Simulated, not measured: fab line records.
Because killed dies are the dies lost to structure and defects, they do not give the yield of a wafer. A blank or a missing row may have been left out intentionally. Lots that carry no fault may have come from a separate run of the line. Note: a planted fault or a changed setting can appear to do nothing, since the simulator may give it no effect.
fab line records | flow gf180mcu
record: lots: 15 | wafers: 43 | last-day: 34
route steps=602 shown M3@424 V3@443 V4@493 V5@544
lots that met no fault: from a run of the same line without faults
start-h: hours from the record's opening day to when the first of the lot's shown wafers began | wait-h: time in hours since the lot's previous step | " the same as in the row above | L1.1+2: several wafers, shown together as one row | - no value, or no start was given | * or withheld: withheld | < > ~ a bound
route shown NAME@n: a module of which the file shows steps, and the number in the route of the first | usual: average and standard deviation across the fault-free wafers | same: alike in all rows | chamber/n: place in a boat | sites: each site's reading | _std_site: standard deviation across them | _edge_site: the outer-site mean with the inner-site mean subtracted | radius-mm: how far each site lies from the wafer's centre | mask NAME#n: copy n | behind: the last tool/chamber to shape the wafer | hold: why the lot went on hold/how many hours it stayed there/how the hold came to an end | device: which transistor (n, p or np) failed to switch | end of line: the same wafers' tests at the end of the route | where a step has no rows: the recipe by itself | killed: at the first sort, the dies lost to defects and structure; wafer yield is something else | map: per-die view of a wafer (x killed, . not killed, _ where there is no die)
set.NAME: the setting that was run; set.NAME@STEP: the one run at that earlier step | model.NAME: the simulator's own value behind a step, which no gauge read
route steps across a sampled set of lots; one table per step, one row per wafer
services: when a tool's chamber went out of use (start-h, in hours from the record's first day, below 0 if earlier), for how many hours, and the reason
== steps ==
step: GF_M3_OVL_MEAS_15
usual: M3_OVL: -1/5.7
lot.wafer | tool       | chamber | start-h | wait-h | M3_OVL[nm]
L309.2    | overlay-02 | -       | 504.35  | 0.1    | 8
L309.3    | "          | -       | "       | "      | 4
L309.6    | "          | -       | "       | "      | 10
L310.1    | overlay-01 | -       | 509.41  | 0.1    | -9
L310.2    | "          | -       | "       | "      | -13
L310.3    | "          | -       | "       | "      | -10
L311.4    | overlay-02 | -       | 530.62  | 0.1    | -10
L311.5    | "          | -       | "       | "      | -8
L311.6    | "          | -       | "       | "      | -7
L314.1    | overlay-02 | -       | 547.56  | 0.1    | 7
L314.4    | "          | -       | "       | "      | 10
L314.5    | "          | -       | "       | "      | 9
L313.4    | overlay-02 | -       | 551.62  | 0.1    | -10
L313.6    | "          | -       | "       | "      | -7
L315.4    | overlay-01 | -       | 553.37  | 0.1    | 10
L315.5    | "          | -       | "       | "      | -2
L315.6    | "          | -       | "       | "      | 3
L318.1    | overlay-02 | -       | 580.35  | 0.1    | -1
L318.4    | "          | -       | "       | "      | -2
L322.2    | overlay-02 | -       | 610.11  | 0.1    | 8
L322.3    | "          | -       | "       | "      | 2
L322.5    | "          | -       | "       | "      | -5
L323.1    | overlay-01 | -       | 619.96  | 0.1    | 11
L323.2    | "          | -       | "       | "      | 5
L323.4    | "          | -       | "       | "      | 7
L324.2    | overlay-01 | -       | 629.75  | 0.1    | -12
L324.3    | "          | -       | "       | "      | -8
L324.5    | "          | -       | "       | "      | -7
L326.1    | overlay-01 | -       | 640.16  | 0.1    | 0
L326.3    | "          | -       | "       | "      | 1
L326.5    | "          | -       | "       | "      | -1
L328.2    | overlay-01 | -       | 650.86  | 0.1    | -5
L328.3    | "          | -       | "       | "      | 3
L328.5    | "          | -       | "       | "      | -5
L329.1    | overlay-01 | -       | 656.50  | 0.1    | 2
L329.3    | "          | -       | "       | "      | 3
L329.5    | "          | -       | "       | "      | -1
L330.3    | overlay-02 | -       | 668.37  | 0.1    | -4
L330.5    | "          | -       | "       | "      | 1
L330.6    | "          | -       | "       | "      | -2
L332.2    | overlay-02 | -       | 677.36  | 0.1    | 4
L332.3    | "          | -       | "       | "      | -4
L332.6    | "          | -       | "       | "      | 2
step: GF_V3_CD_MEAS_14
recipe: target-cd-nm: 260
usual: cd-nm: 260.2/1.1
lot.wafer | tool      | chamber | start-h | wait-h | cd-nm
L309.2    | cd-sem-01 | -       | 528.61  | 0.1    | 261.0
L309.3    | "         | -       | "       | "      | 259.9
L309.6    | "         | -       | "       | "      | 259.8
L310.1    | cd-sem-02 | -       | 534.14  | 0.1    | 259.2
L310.2    | "         | -       | "       | "      | 260.5
L310.3    | "         | -       | "       | "      | 261.3
L311.4    | cd-sem-01 | -       | 554.65  | 0.1    | 257.2
L311.5    | "         | -       | "       | "      | 257.8
L311.6    | "         | -       | "       | "      | 256.6
L314.1    | cd-sem-02 | -       | 571.14  | 0.1    | 259.9
L314.4    | "         | -       | "       | "      | 259.3
L314.5    | "         | -       | "       | "      | 259.7
L313.4    | cd-sem-02 | -       | 575.40  | 0.1    | 261.6
L313.6    | "         | -       | "       | "      | 261.9
L315.4    | cd-sem-01 | -       | 577.00  | 0.1    | 261.0
L315.5    | "         | -       | "       | "      | 259.3
L315.6    | "         | -       | "       | "      | 261.1
L318.1    | cd-sem-01 | -       | 603.34  | 0.1    | 258.5
L318.4    | "         | -       | "       | "      | 259.5
L322.2    | cd-sem-02 | -       | 632.06  | 0.1    | 260.1
L322.3    | "         | -       | "       | "      | 259.3
L322.5    | "         | -       | "       | "      | 259.0
L323.1    | cd-sem-02 | -       | 641.09  | 0.1    | 260.7
L323.2    | "         | -       | "       | "      | 259.7
L323.4    | "         | -       | "       | "      | 260.1
L324.2    | cd-sem-02 | -       | 650.80  | 0.1    | 262.1
L324.3    | "         | -       | "       | "      | 261.6
L324.5    | "         | -       | "       | "      | 261.3
L326.1    | cd-sem-01 | -       | 660.83  | 0.1    | 260.2
L326.3    | "         | -       | "       | "      | 259.0
L326.5    | "         | -       | "       | "      | 258.9
L328.2    | cd-sem-01 | -       | 671.40  | 0.1    | 259.6
L328.3    | "         | -       | "       | "      | 260.2
L328.5    | "         | -       | "       | "      | 259.7
L329.1    | cd-sem-02 | -       | 677.50  | 0.2    | 257.8
L329.3    | "         | -       | "       | "      | 259.7
L329.5    | "         | -       | "       | "      | 258.8
L330.3    | cd-sem-01 | -       | 690.08  | 0.1    | 261.3
L330.5    | "         | -       | "       | "      | 261.7
L330.6    | "         | -       | "       | "      | 261.0
L332.2    | cd-sem-02 | -       | 697.41  | 0.1    | 261.2
L332.3    | "         | -       | "       | "      | 260.8
L332.6    | "         | -       | "       | "      | 258.8
step: GF_V4_ETCH_17
recipe: chemistry: C4F8/O2/Ar | mask-material: KrF | target: SiO2 | stop-on: TiN | source-w: 1500 | bias-w: 1200 | pressure-mtorr: 40 | c4f8-flow-sccm: withheld | O2_flow_sccm: 6 | Ar_flow_sccm: 300 | time-s: withheld | target-depth-a: 6300
usual: oes-product-au: 0.856/0.0045
lot.wafer | tool        | chamber | start-h | wait-h | oes-product-au
L309.2    | rie-diel-01 | 3       | -       | -      | 0.859
L309.3    | "           | 1       | "       | "      | 0.860
L309.6    | "           | 0       | "       | "      | 0.862
L310.1    | rie-diel-02 | 0       | -       | -      | 0.857
L310.2    | "           | 1       | "       | "      | 0.853
L310.3    | "           | 3       | "       | "      | 0.853
L311.4    | rie-diel-01 | 3       | -       | -      | 0.857
L311.5    | "           | 1       | "       | "      | 0.855
L311.6    | "           | 0       | "       | "      | 0.848
L314.1    | rie-diel-03 | 0       | -       | -      | 0.851
L314.4    | "           | 2       | "       | "      | 0.856
L314.5    | "           | 2       | "       | "      | 0.851
L313.4    | rie-diel-01 | 1       | -       | -      | 0.859
L313.6    | "           | 1       | "       | "      | 0.861
L315.4    | rie-diel-01 | 3       | -       | -      | 0.854
L315.5    | "           | 1       | "       | "      | 0.841
L315.6    | "           | 0       | "       | "      | 0.860
L318.1    | rie-diel-02 | 2       | -       | -      | 0.859
L318.4    | "           | 1       | "       | "      | 0.859
L322.2    | rie-diel-01 | 1       | -       | -      | 0.858
L322.3    | "           | 2       | "       | "      | 0.863
L322.5    | "           | 0       | "       | "      | 0.860
L323.1    | rie-diel-01 | 2       | -       | -      | 0.861
L323.2    | "           | 1       | "       | "      | 0.854
L323.4    | "           | 0       | "       | "      | 0.857
L324.2    | rie-diel-02 | 0       | -       | -      | 0.854
L324.3    | "           | 1       | "       | "      | 0.857
L324.5    | "           | 2       | "       | "      | 0.862
L326.1    | rie-diel-03 | 2       | -       | -      | 0.861
L326.3    | "           | 1       | "       | "      | 0.848
L326.5    | "           | 2       | "       | "      | 0.851
L328.2    | rie-diel-03 | 1       | -       | -      | 0.862
L328.3    | "           | 2       | "       | "      | 0.852
L328.5    | "           | 3       | "       | "      | 0.858
L329.1    | rie-diel-03 | 2       | -       | -      | 0.848
L329.3    | "           | 3       | "       | "      | 0.855
L329.5    | "           | 3       | "       | "      | 0.854
L330.3    | rie-diel-01 | 0       | -       | -      | 0.862
L330.5    | "           | 2       | "       | "      | 0.856
L330.6    | "           | 3       | "       | "      | 0.862
L332.2    | rie-diel-01 | 2       | -       | -      | 0.858
L332.3    | "           | 0       | "       | "      | 0.852
L332.6    | "           | 1       | "       | "      | 0.861
step: GF_V5_CMP_04
recipe: material: SiO2 | down-force-psi: 4 | platen-rpm: 60 | pad-velocity-m-s: 0.94248
usual: motor-current-A: 12.8/1.4
lot.wafer | tool   | chamber | start-h | wait-h | motor-current-A
L309.2    | cmp-02 | 1       | 622.23  | 0.1    | 11.1
L309.3    | "      | 3       | "       | "      | 15.7
L309.6    | "      | 0       | "       | "      | 13.6
L310.3    | cmp-01 | 3       | 627.88  | 0.0    | 12.1
L310.1    | "      | 0       | "       | "      | 12.5
L310.2    | "      | 2       | "       | "      | 11.1
L311.4    | cmp-02 | 0       | 645.63  | 0.1    | 13.5
L311.5    | "      | 3       | "       | "      | 15.7
L311.6    | "      | 0       | "       | "      | 13.3
L314.4    | cmp-01 | 2       | 660.86  | 0.0    | 10.6
L314.1    | "      | 1       | "       | "      | 10.7
L314.5    | "      | 2       | "       | "      | 10.7
L313.4    | cmp-01 | 0       | 664.29  | 0.0    | 12.0
L313.6    | "      | 0       | "       | "      | 12.3
L315.4    | cmp-01 | 3       | 665.68  | 0.2    | 11.9
L315.6    | "      | 0       | "       | "      | 13.0
L315.5    | "      | 1       | "       | "      | 11.7
L318.4    | cmp-01 | 2       | 689.61  | 0.0    | 11.4
L318.1    | "      | 3       | "       | "      | 12.0
L322.3    | cmp-02 | 0       | 716.06  | 0.1    | 13.8
L322.2    | "      | 1       | "       | "      | 11.5
L322.5    | "      | 2       | "       | "      | 13.3
L323.4    | cmp-02 | 0       | 724.19  | 0.0    | 13.6
L323.1    | "      | 1       | "       | "      | 11.5
L323.2    | "      | 2       | "       | "      | 12.2
L324.3    | cmp-02 | 2       | 732.44  | 0.0    | 14.1
L324.2    | "      | 1       | "       | "      | 10.9
L324.5    | "      | 3       | "       | "      | 14.3
L326.1    | cmp-02 | 2       | 741.85  | 0.1    | 12.9
L326.3    | "      | 3       | "       | "      | 15.0
L326.5    | "      | 1       | "       | "      | 12.2
L328.2    | cmp-02 | 1       | 753.09  | 0.3    | 11.4
L328.3    | "      | 0       | "       | "      | 13.8
L328.5    | "      | 2       | "       | "      | 12.9
L329.3    | cmp-02 | 0       | 757.34  | 0.1    | 13.2
L329.1    | "      | 1       | "       | "      | 11.7
L329.5    | "      | 1       | "       | "      | 11.2
L330.3    | cmp-01 | 2       | 768.81  | 0.1    | 11.0
L330.6    | "      | 0       | "       | "      | 13.2
L330.5    | "      | 1       | "       | "      | 11.1
L332.3    | cmp-02 | 3       | 775.49  | 0.0    | 14.0
L332.2    | "      | 1       | "       | "      | 10.8
L332.6    | "      | 0       | "       | "      | 14.1
step: GF_V5_BOW_MEAS_05
recipe: mode: bow
usual: V5_BOW: 135/11
lot.wafer | tool          | chamber | start-h | wait-h | hold                     | V5_BOW[um]
L309.2    | film-metro-01 | -       | 622.50  | 0.2    | -                        | 133
L309.3    | "             | -       | "       | "      | -                        | 132
L309.6    | "             | -       | "       | "      | -                        | 130
L310.1    | film-metro-04 | -       | 628.18  | 0.2    | -                        | 145
L310.2    | "             | -       | "       | "      | -                        | 136
L310.3    | "             | -       | "       | "      | -                        | 131
L311.4    | film-metro-03 | -       | 645.94  | 0.3    | -                        | 115
L311.5    | "             | -       | "       | "      | -                        | 118
L311.6    | "             | -       | "       | "      | -                        | 142
L314.1    | film-metro-04 | -       | 661.16  | 0.1    | -                        | 146
L314.4    | "             | -       | "       | "      | -                        | 137
L314.5    | "             | -       | "       | "      | -                        | 160
L313.4    | film-metro-01 | -       | 664.65  | 0.3    | await-dispo/0.2h/release | 124
L313.6    | "             | -       | "       | "      | await-dispo/0.2h/release | 138
L313.4    | film-metro-01 | -       | 664.93  | 0.3    | -                        | -
L313.6    | "             | -       | "       | "      | -                        | -
L315.4    | film-metro-04 | -       | 665.89  | 0.2    | await-dispo/0.2h/release | 131
L315.5    | "             | -       | "       | "      | await-dispo/0.2h/release | 134
L315.6    | "             | -       | "       | "      | await-dispo/0.2h/release | 136
L315.4    | film-metro-04 | -       | 666.24  | 0.3    | -                        | -
L315.5    | "             | -       | "       | "      | -                        | -
L315.6    | "             | -       | "       | "      | -                        | -
L318.1    | film-metro-03 | -       | 689.94  | 0.2    | await-dispo/0.2h/release | 123
L318.4    | "             | -       | "       | "      | await-dispo/0.2h/release | 110
L318.1    | film-metro-03 | -       | 690.23  | 0.3    | -                        | -
L318.4    | "             | -       | "       | "      | -                        | -
L322.2    | film-metro-04 | -       | 716.28  | 0.1    | -                        | 117
L322.3    | "             | -       | "       | "      | -                        | 110
L322.5    | "             | -       | "       | "      | -                        | 123
L323.1    | film-metro-03 | -       | 724.49  | 0.2    | -                        | 139
L323.2    | "             | -       | "       | "      | -                        | 138
L323.4    | "             | -       | "       | "      | -                        | 151
L324.2    | film-metro-01 | -       | 732.76  | 0.1    | -                        | 148
L324.3    | "             | -       | "       | "      | -                        | 142
L324.5    | "             | -       | "       | "      | -                        | 149
L326.1    | film-metro-01 | -       | 742.10  | 0.2    | -                        | 145
L326.3    | "             | -       | "       | "      | -                        | 155
L326.5    | "             | -       | "       | "      | -                        | 154
L328.2    | film-metro-01 | -       | 753.41  | 0.3    | -                        | 123
L328.3    | "             | -       | "       | "      | -                        | 135
L328.5    | "             | -       | "       | "      | -                        | 123
L329.1    | film-metro-04 | -       | 757.64  | 0.2    | -                        | 133
L329.3    | "             | -       | "       | "      | -                        | 135
L329.5    | "             | -       | "       | "      | -                        | 136
L330.3    | film-metro-04 | -       | 769.05  | 0.2    | -                        | 148
L330.5    | "             | -       | "       | "      | -                        | 135
L330.6    | "             | -       | "       | "      | -                        | 133
L332.2    | film-metro-04 | -       | 775.86  | 0.2    | -                        | 133
L332.3    | "             | -       | "       | "      | -                        | 139
L332.6    | "             | -       | "       | "      | -                        | 144
step: GF_V5_ETCH_17
recipe: chemistry: C4F8/O2/Ar | mask-material: KrF | target: SiO2 | stop-on: TiN | source-w: 1500 | bias-w: 1200 | pressure-mtorr: 40 | c4f8-flow-sccm: withheld | O2_flow_sccm: 6 | Ar_flow_sccm: 300 | time-s: withheld | target-depth-a: 8550
usual: oes-product-au: 0.859/0.0041
lot.wafer | tool        | chamber | start-h | wait-h | oes-product-au
L309.2    | rie-diel-03 | 1       | -       | -      | 0.858
L309.3    | "           | 2       | "       | "      | 0.856
L309.6    | "           | 2       | "       | "      | 0.857
L310.1    | rie-diel-03 | 2       | -       | -      | 0.856
L310.2    | "           | 3       | "       | "      | 0.853
L310.3    | "           | 1       | "       | "      | 0.856
L311.4    | rie-diel-01 | 3       | -       | -      | 0.852
L311.5    | "           | 0       | "       | "      | 0.864
L311.6    | "           | 1       | "       | "      | 0.861
L314.1    | rie-diel-03 | 3       | -       | -      | 0.855
L314.4    | "           | 3       | "       | "      | 0.857
L314.5    | "           | 1       | "       | "      | 0.854
L313.4    | rie-diel-03 | 3       | -       | -      | 0.808
L313.6    | "           | 2       | "       | "      | 0.857
L315.4    | rie-diel-01 | 2       | -       | -      | 0.814
L315.5    | "           | 2       | "       | "      | 0.857
L315.6    | "           | 1       | "       | "      | 0.861
L318.1    | rie-diel-04 | 2       | -       | -      | 0.865
L318.4    | "           | 0       | "       | "      | 0.813
L322.2    | rie-diel-03 | 2       | -       | -      | 0.851
L322.3    | "           | 1       | "       | "      | 0.863
L322.5    | "           | 3       | "       | "      | 0.858
L323.1    | rie-diel-01 | 3       | -       | -      | 0.856
L323.2    | "           | 2       | "       | "      | 0.862
L323.4    | "           | 1       | "       | "      | 0.860
L324.2    | rie-diel-01 | 2       | -       | -      | 0.861
L324.3    | "           | 3       | "       | "      | 0.865
L324.5    | "           | 3       | "       | "      | 0.857
L326.1    | rie-diel-01 | 3       | -       | -      | 0.865
L326.3    | "           | 1       | "       | "      | 0.858
L326.5    | "           | 3       | "       | "      | 0.855
L328.2    | rie-diel-01 | 3       | -       | -      | 0.858
L328.3    | "           | 1       | "       | "      | 0.864
L328.5    | "           | 3       | "       | "      | 0.858
L329.1    | rie-diel-01 | 1       | -       | -      | 0.855
L329.3    | "           | 0       | "       | "      | 0.850
L329.5    | "           | 0       | "       | "      | 0.859
L330.3    | rie-diel-04 | 2       | -       | -      | 0.853
L330.5    | "           | 1       | "       | "      | 0.859
L330.6    | "           | 2       | "       | "      | 0.864
L332.2    | rie-diel-01 | 2       | -       | -      | 0.865
L332.3    | "           | 0       | "       | "      | 0.854
L332.6    | "           | 1       | "       | "      | 0.857
== services ==
tool        | chamber | start-h | hours | kind
cmp-02      | -       | 572.00  | 4.0   | pm
cmp-01      | -       | 576.21  | 0.5   | repair
cmp-02      | -       | 579.87  | 0.8   | repair
rie-diel-03 | 2       | 580.27  | 5.9   | repair
cmp-02      | -       | 593.01  | 2.2   | repair
cmp-02      | -       | 595.24  | 5.5   | pm
cmp-02      | -       | 599.59  | 0.9   | repair
cmp-01      | -       | 606.48  | 5.7   | pm
rie-diel-03 | 1       | 610.34  | 3.2   | repair
rie-diel-01 | 3       | 640.70  | 1.8   | repair
cmp-01      | -       | 654.78  | 1.3   | repair
rie-diel-01 | 2       | 679.71  | 2.0   | repair
rie-diel-03 | 3       | 687.53  | 3.2   | repair
cmp-01      | -       | 693.34  | 11.9  | repair
rie-diel-03 | 3       | 694.20  | 2.9   | repair
rie-diel-03 | 1       | 718.40  | 5.7   | repair
cmp-02      | -       | 727.68  | 1.0   | repair
rie-diel-03 | 1       | 740.23  | 1.6   | repair
cmp-01      | -       | 746.93  | 1.9   | repair
cmp-01      | -       | 750.58  | 4.0   | pm
rie-diel-01 | 0       | 750.95  | 5.3   | repair
cmp-02      | -       | 758.35  | 1.0   | repair
rie-diel-03 | -       | 764.74  | 2.8   | pm
rie-diel-03 | -       | 768.41  | 4.9   | repair
== key ==
first-sign: step: GF_V5_BOW_MEAS_05 | reading: visit | direction: added
effect: step: GF_V5_ETCH_17 | reading: oes-product-au | direction: down | sigmas: 12 | usual: 0.859 | struck: 0.811
met-at GF_V5_CMP_04
struck-lots L313,L315,L318
struck-wafers L313.4,L315.4,L318.4
sort-left-out L313.4,L318.4
not-acting-at GF_M3_OVL_MEAS_15,GF_V3_CD_MEAS_14,GF_V4_ETCH_17
onset-between 660.86 664.29
fault: kind: process-parameter-drift | tool: cmp-01 | chamber: - | onset-h: 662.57 | steps: GF_V5_CMP_04 | channel: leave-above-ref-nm | offset: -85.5 | shape: step | end-h: 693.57 | scope: struck-wafers-only | acts-in: these-recipes-only | stated: 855
sort-left-out: the simulated sort isn't trusted on such a fault, so these wafers' sort isn't shown, and their yield isn't known
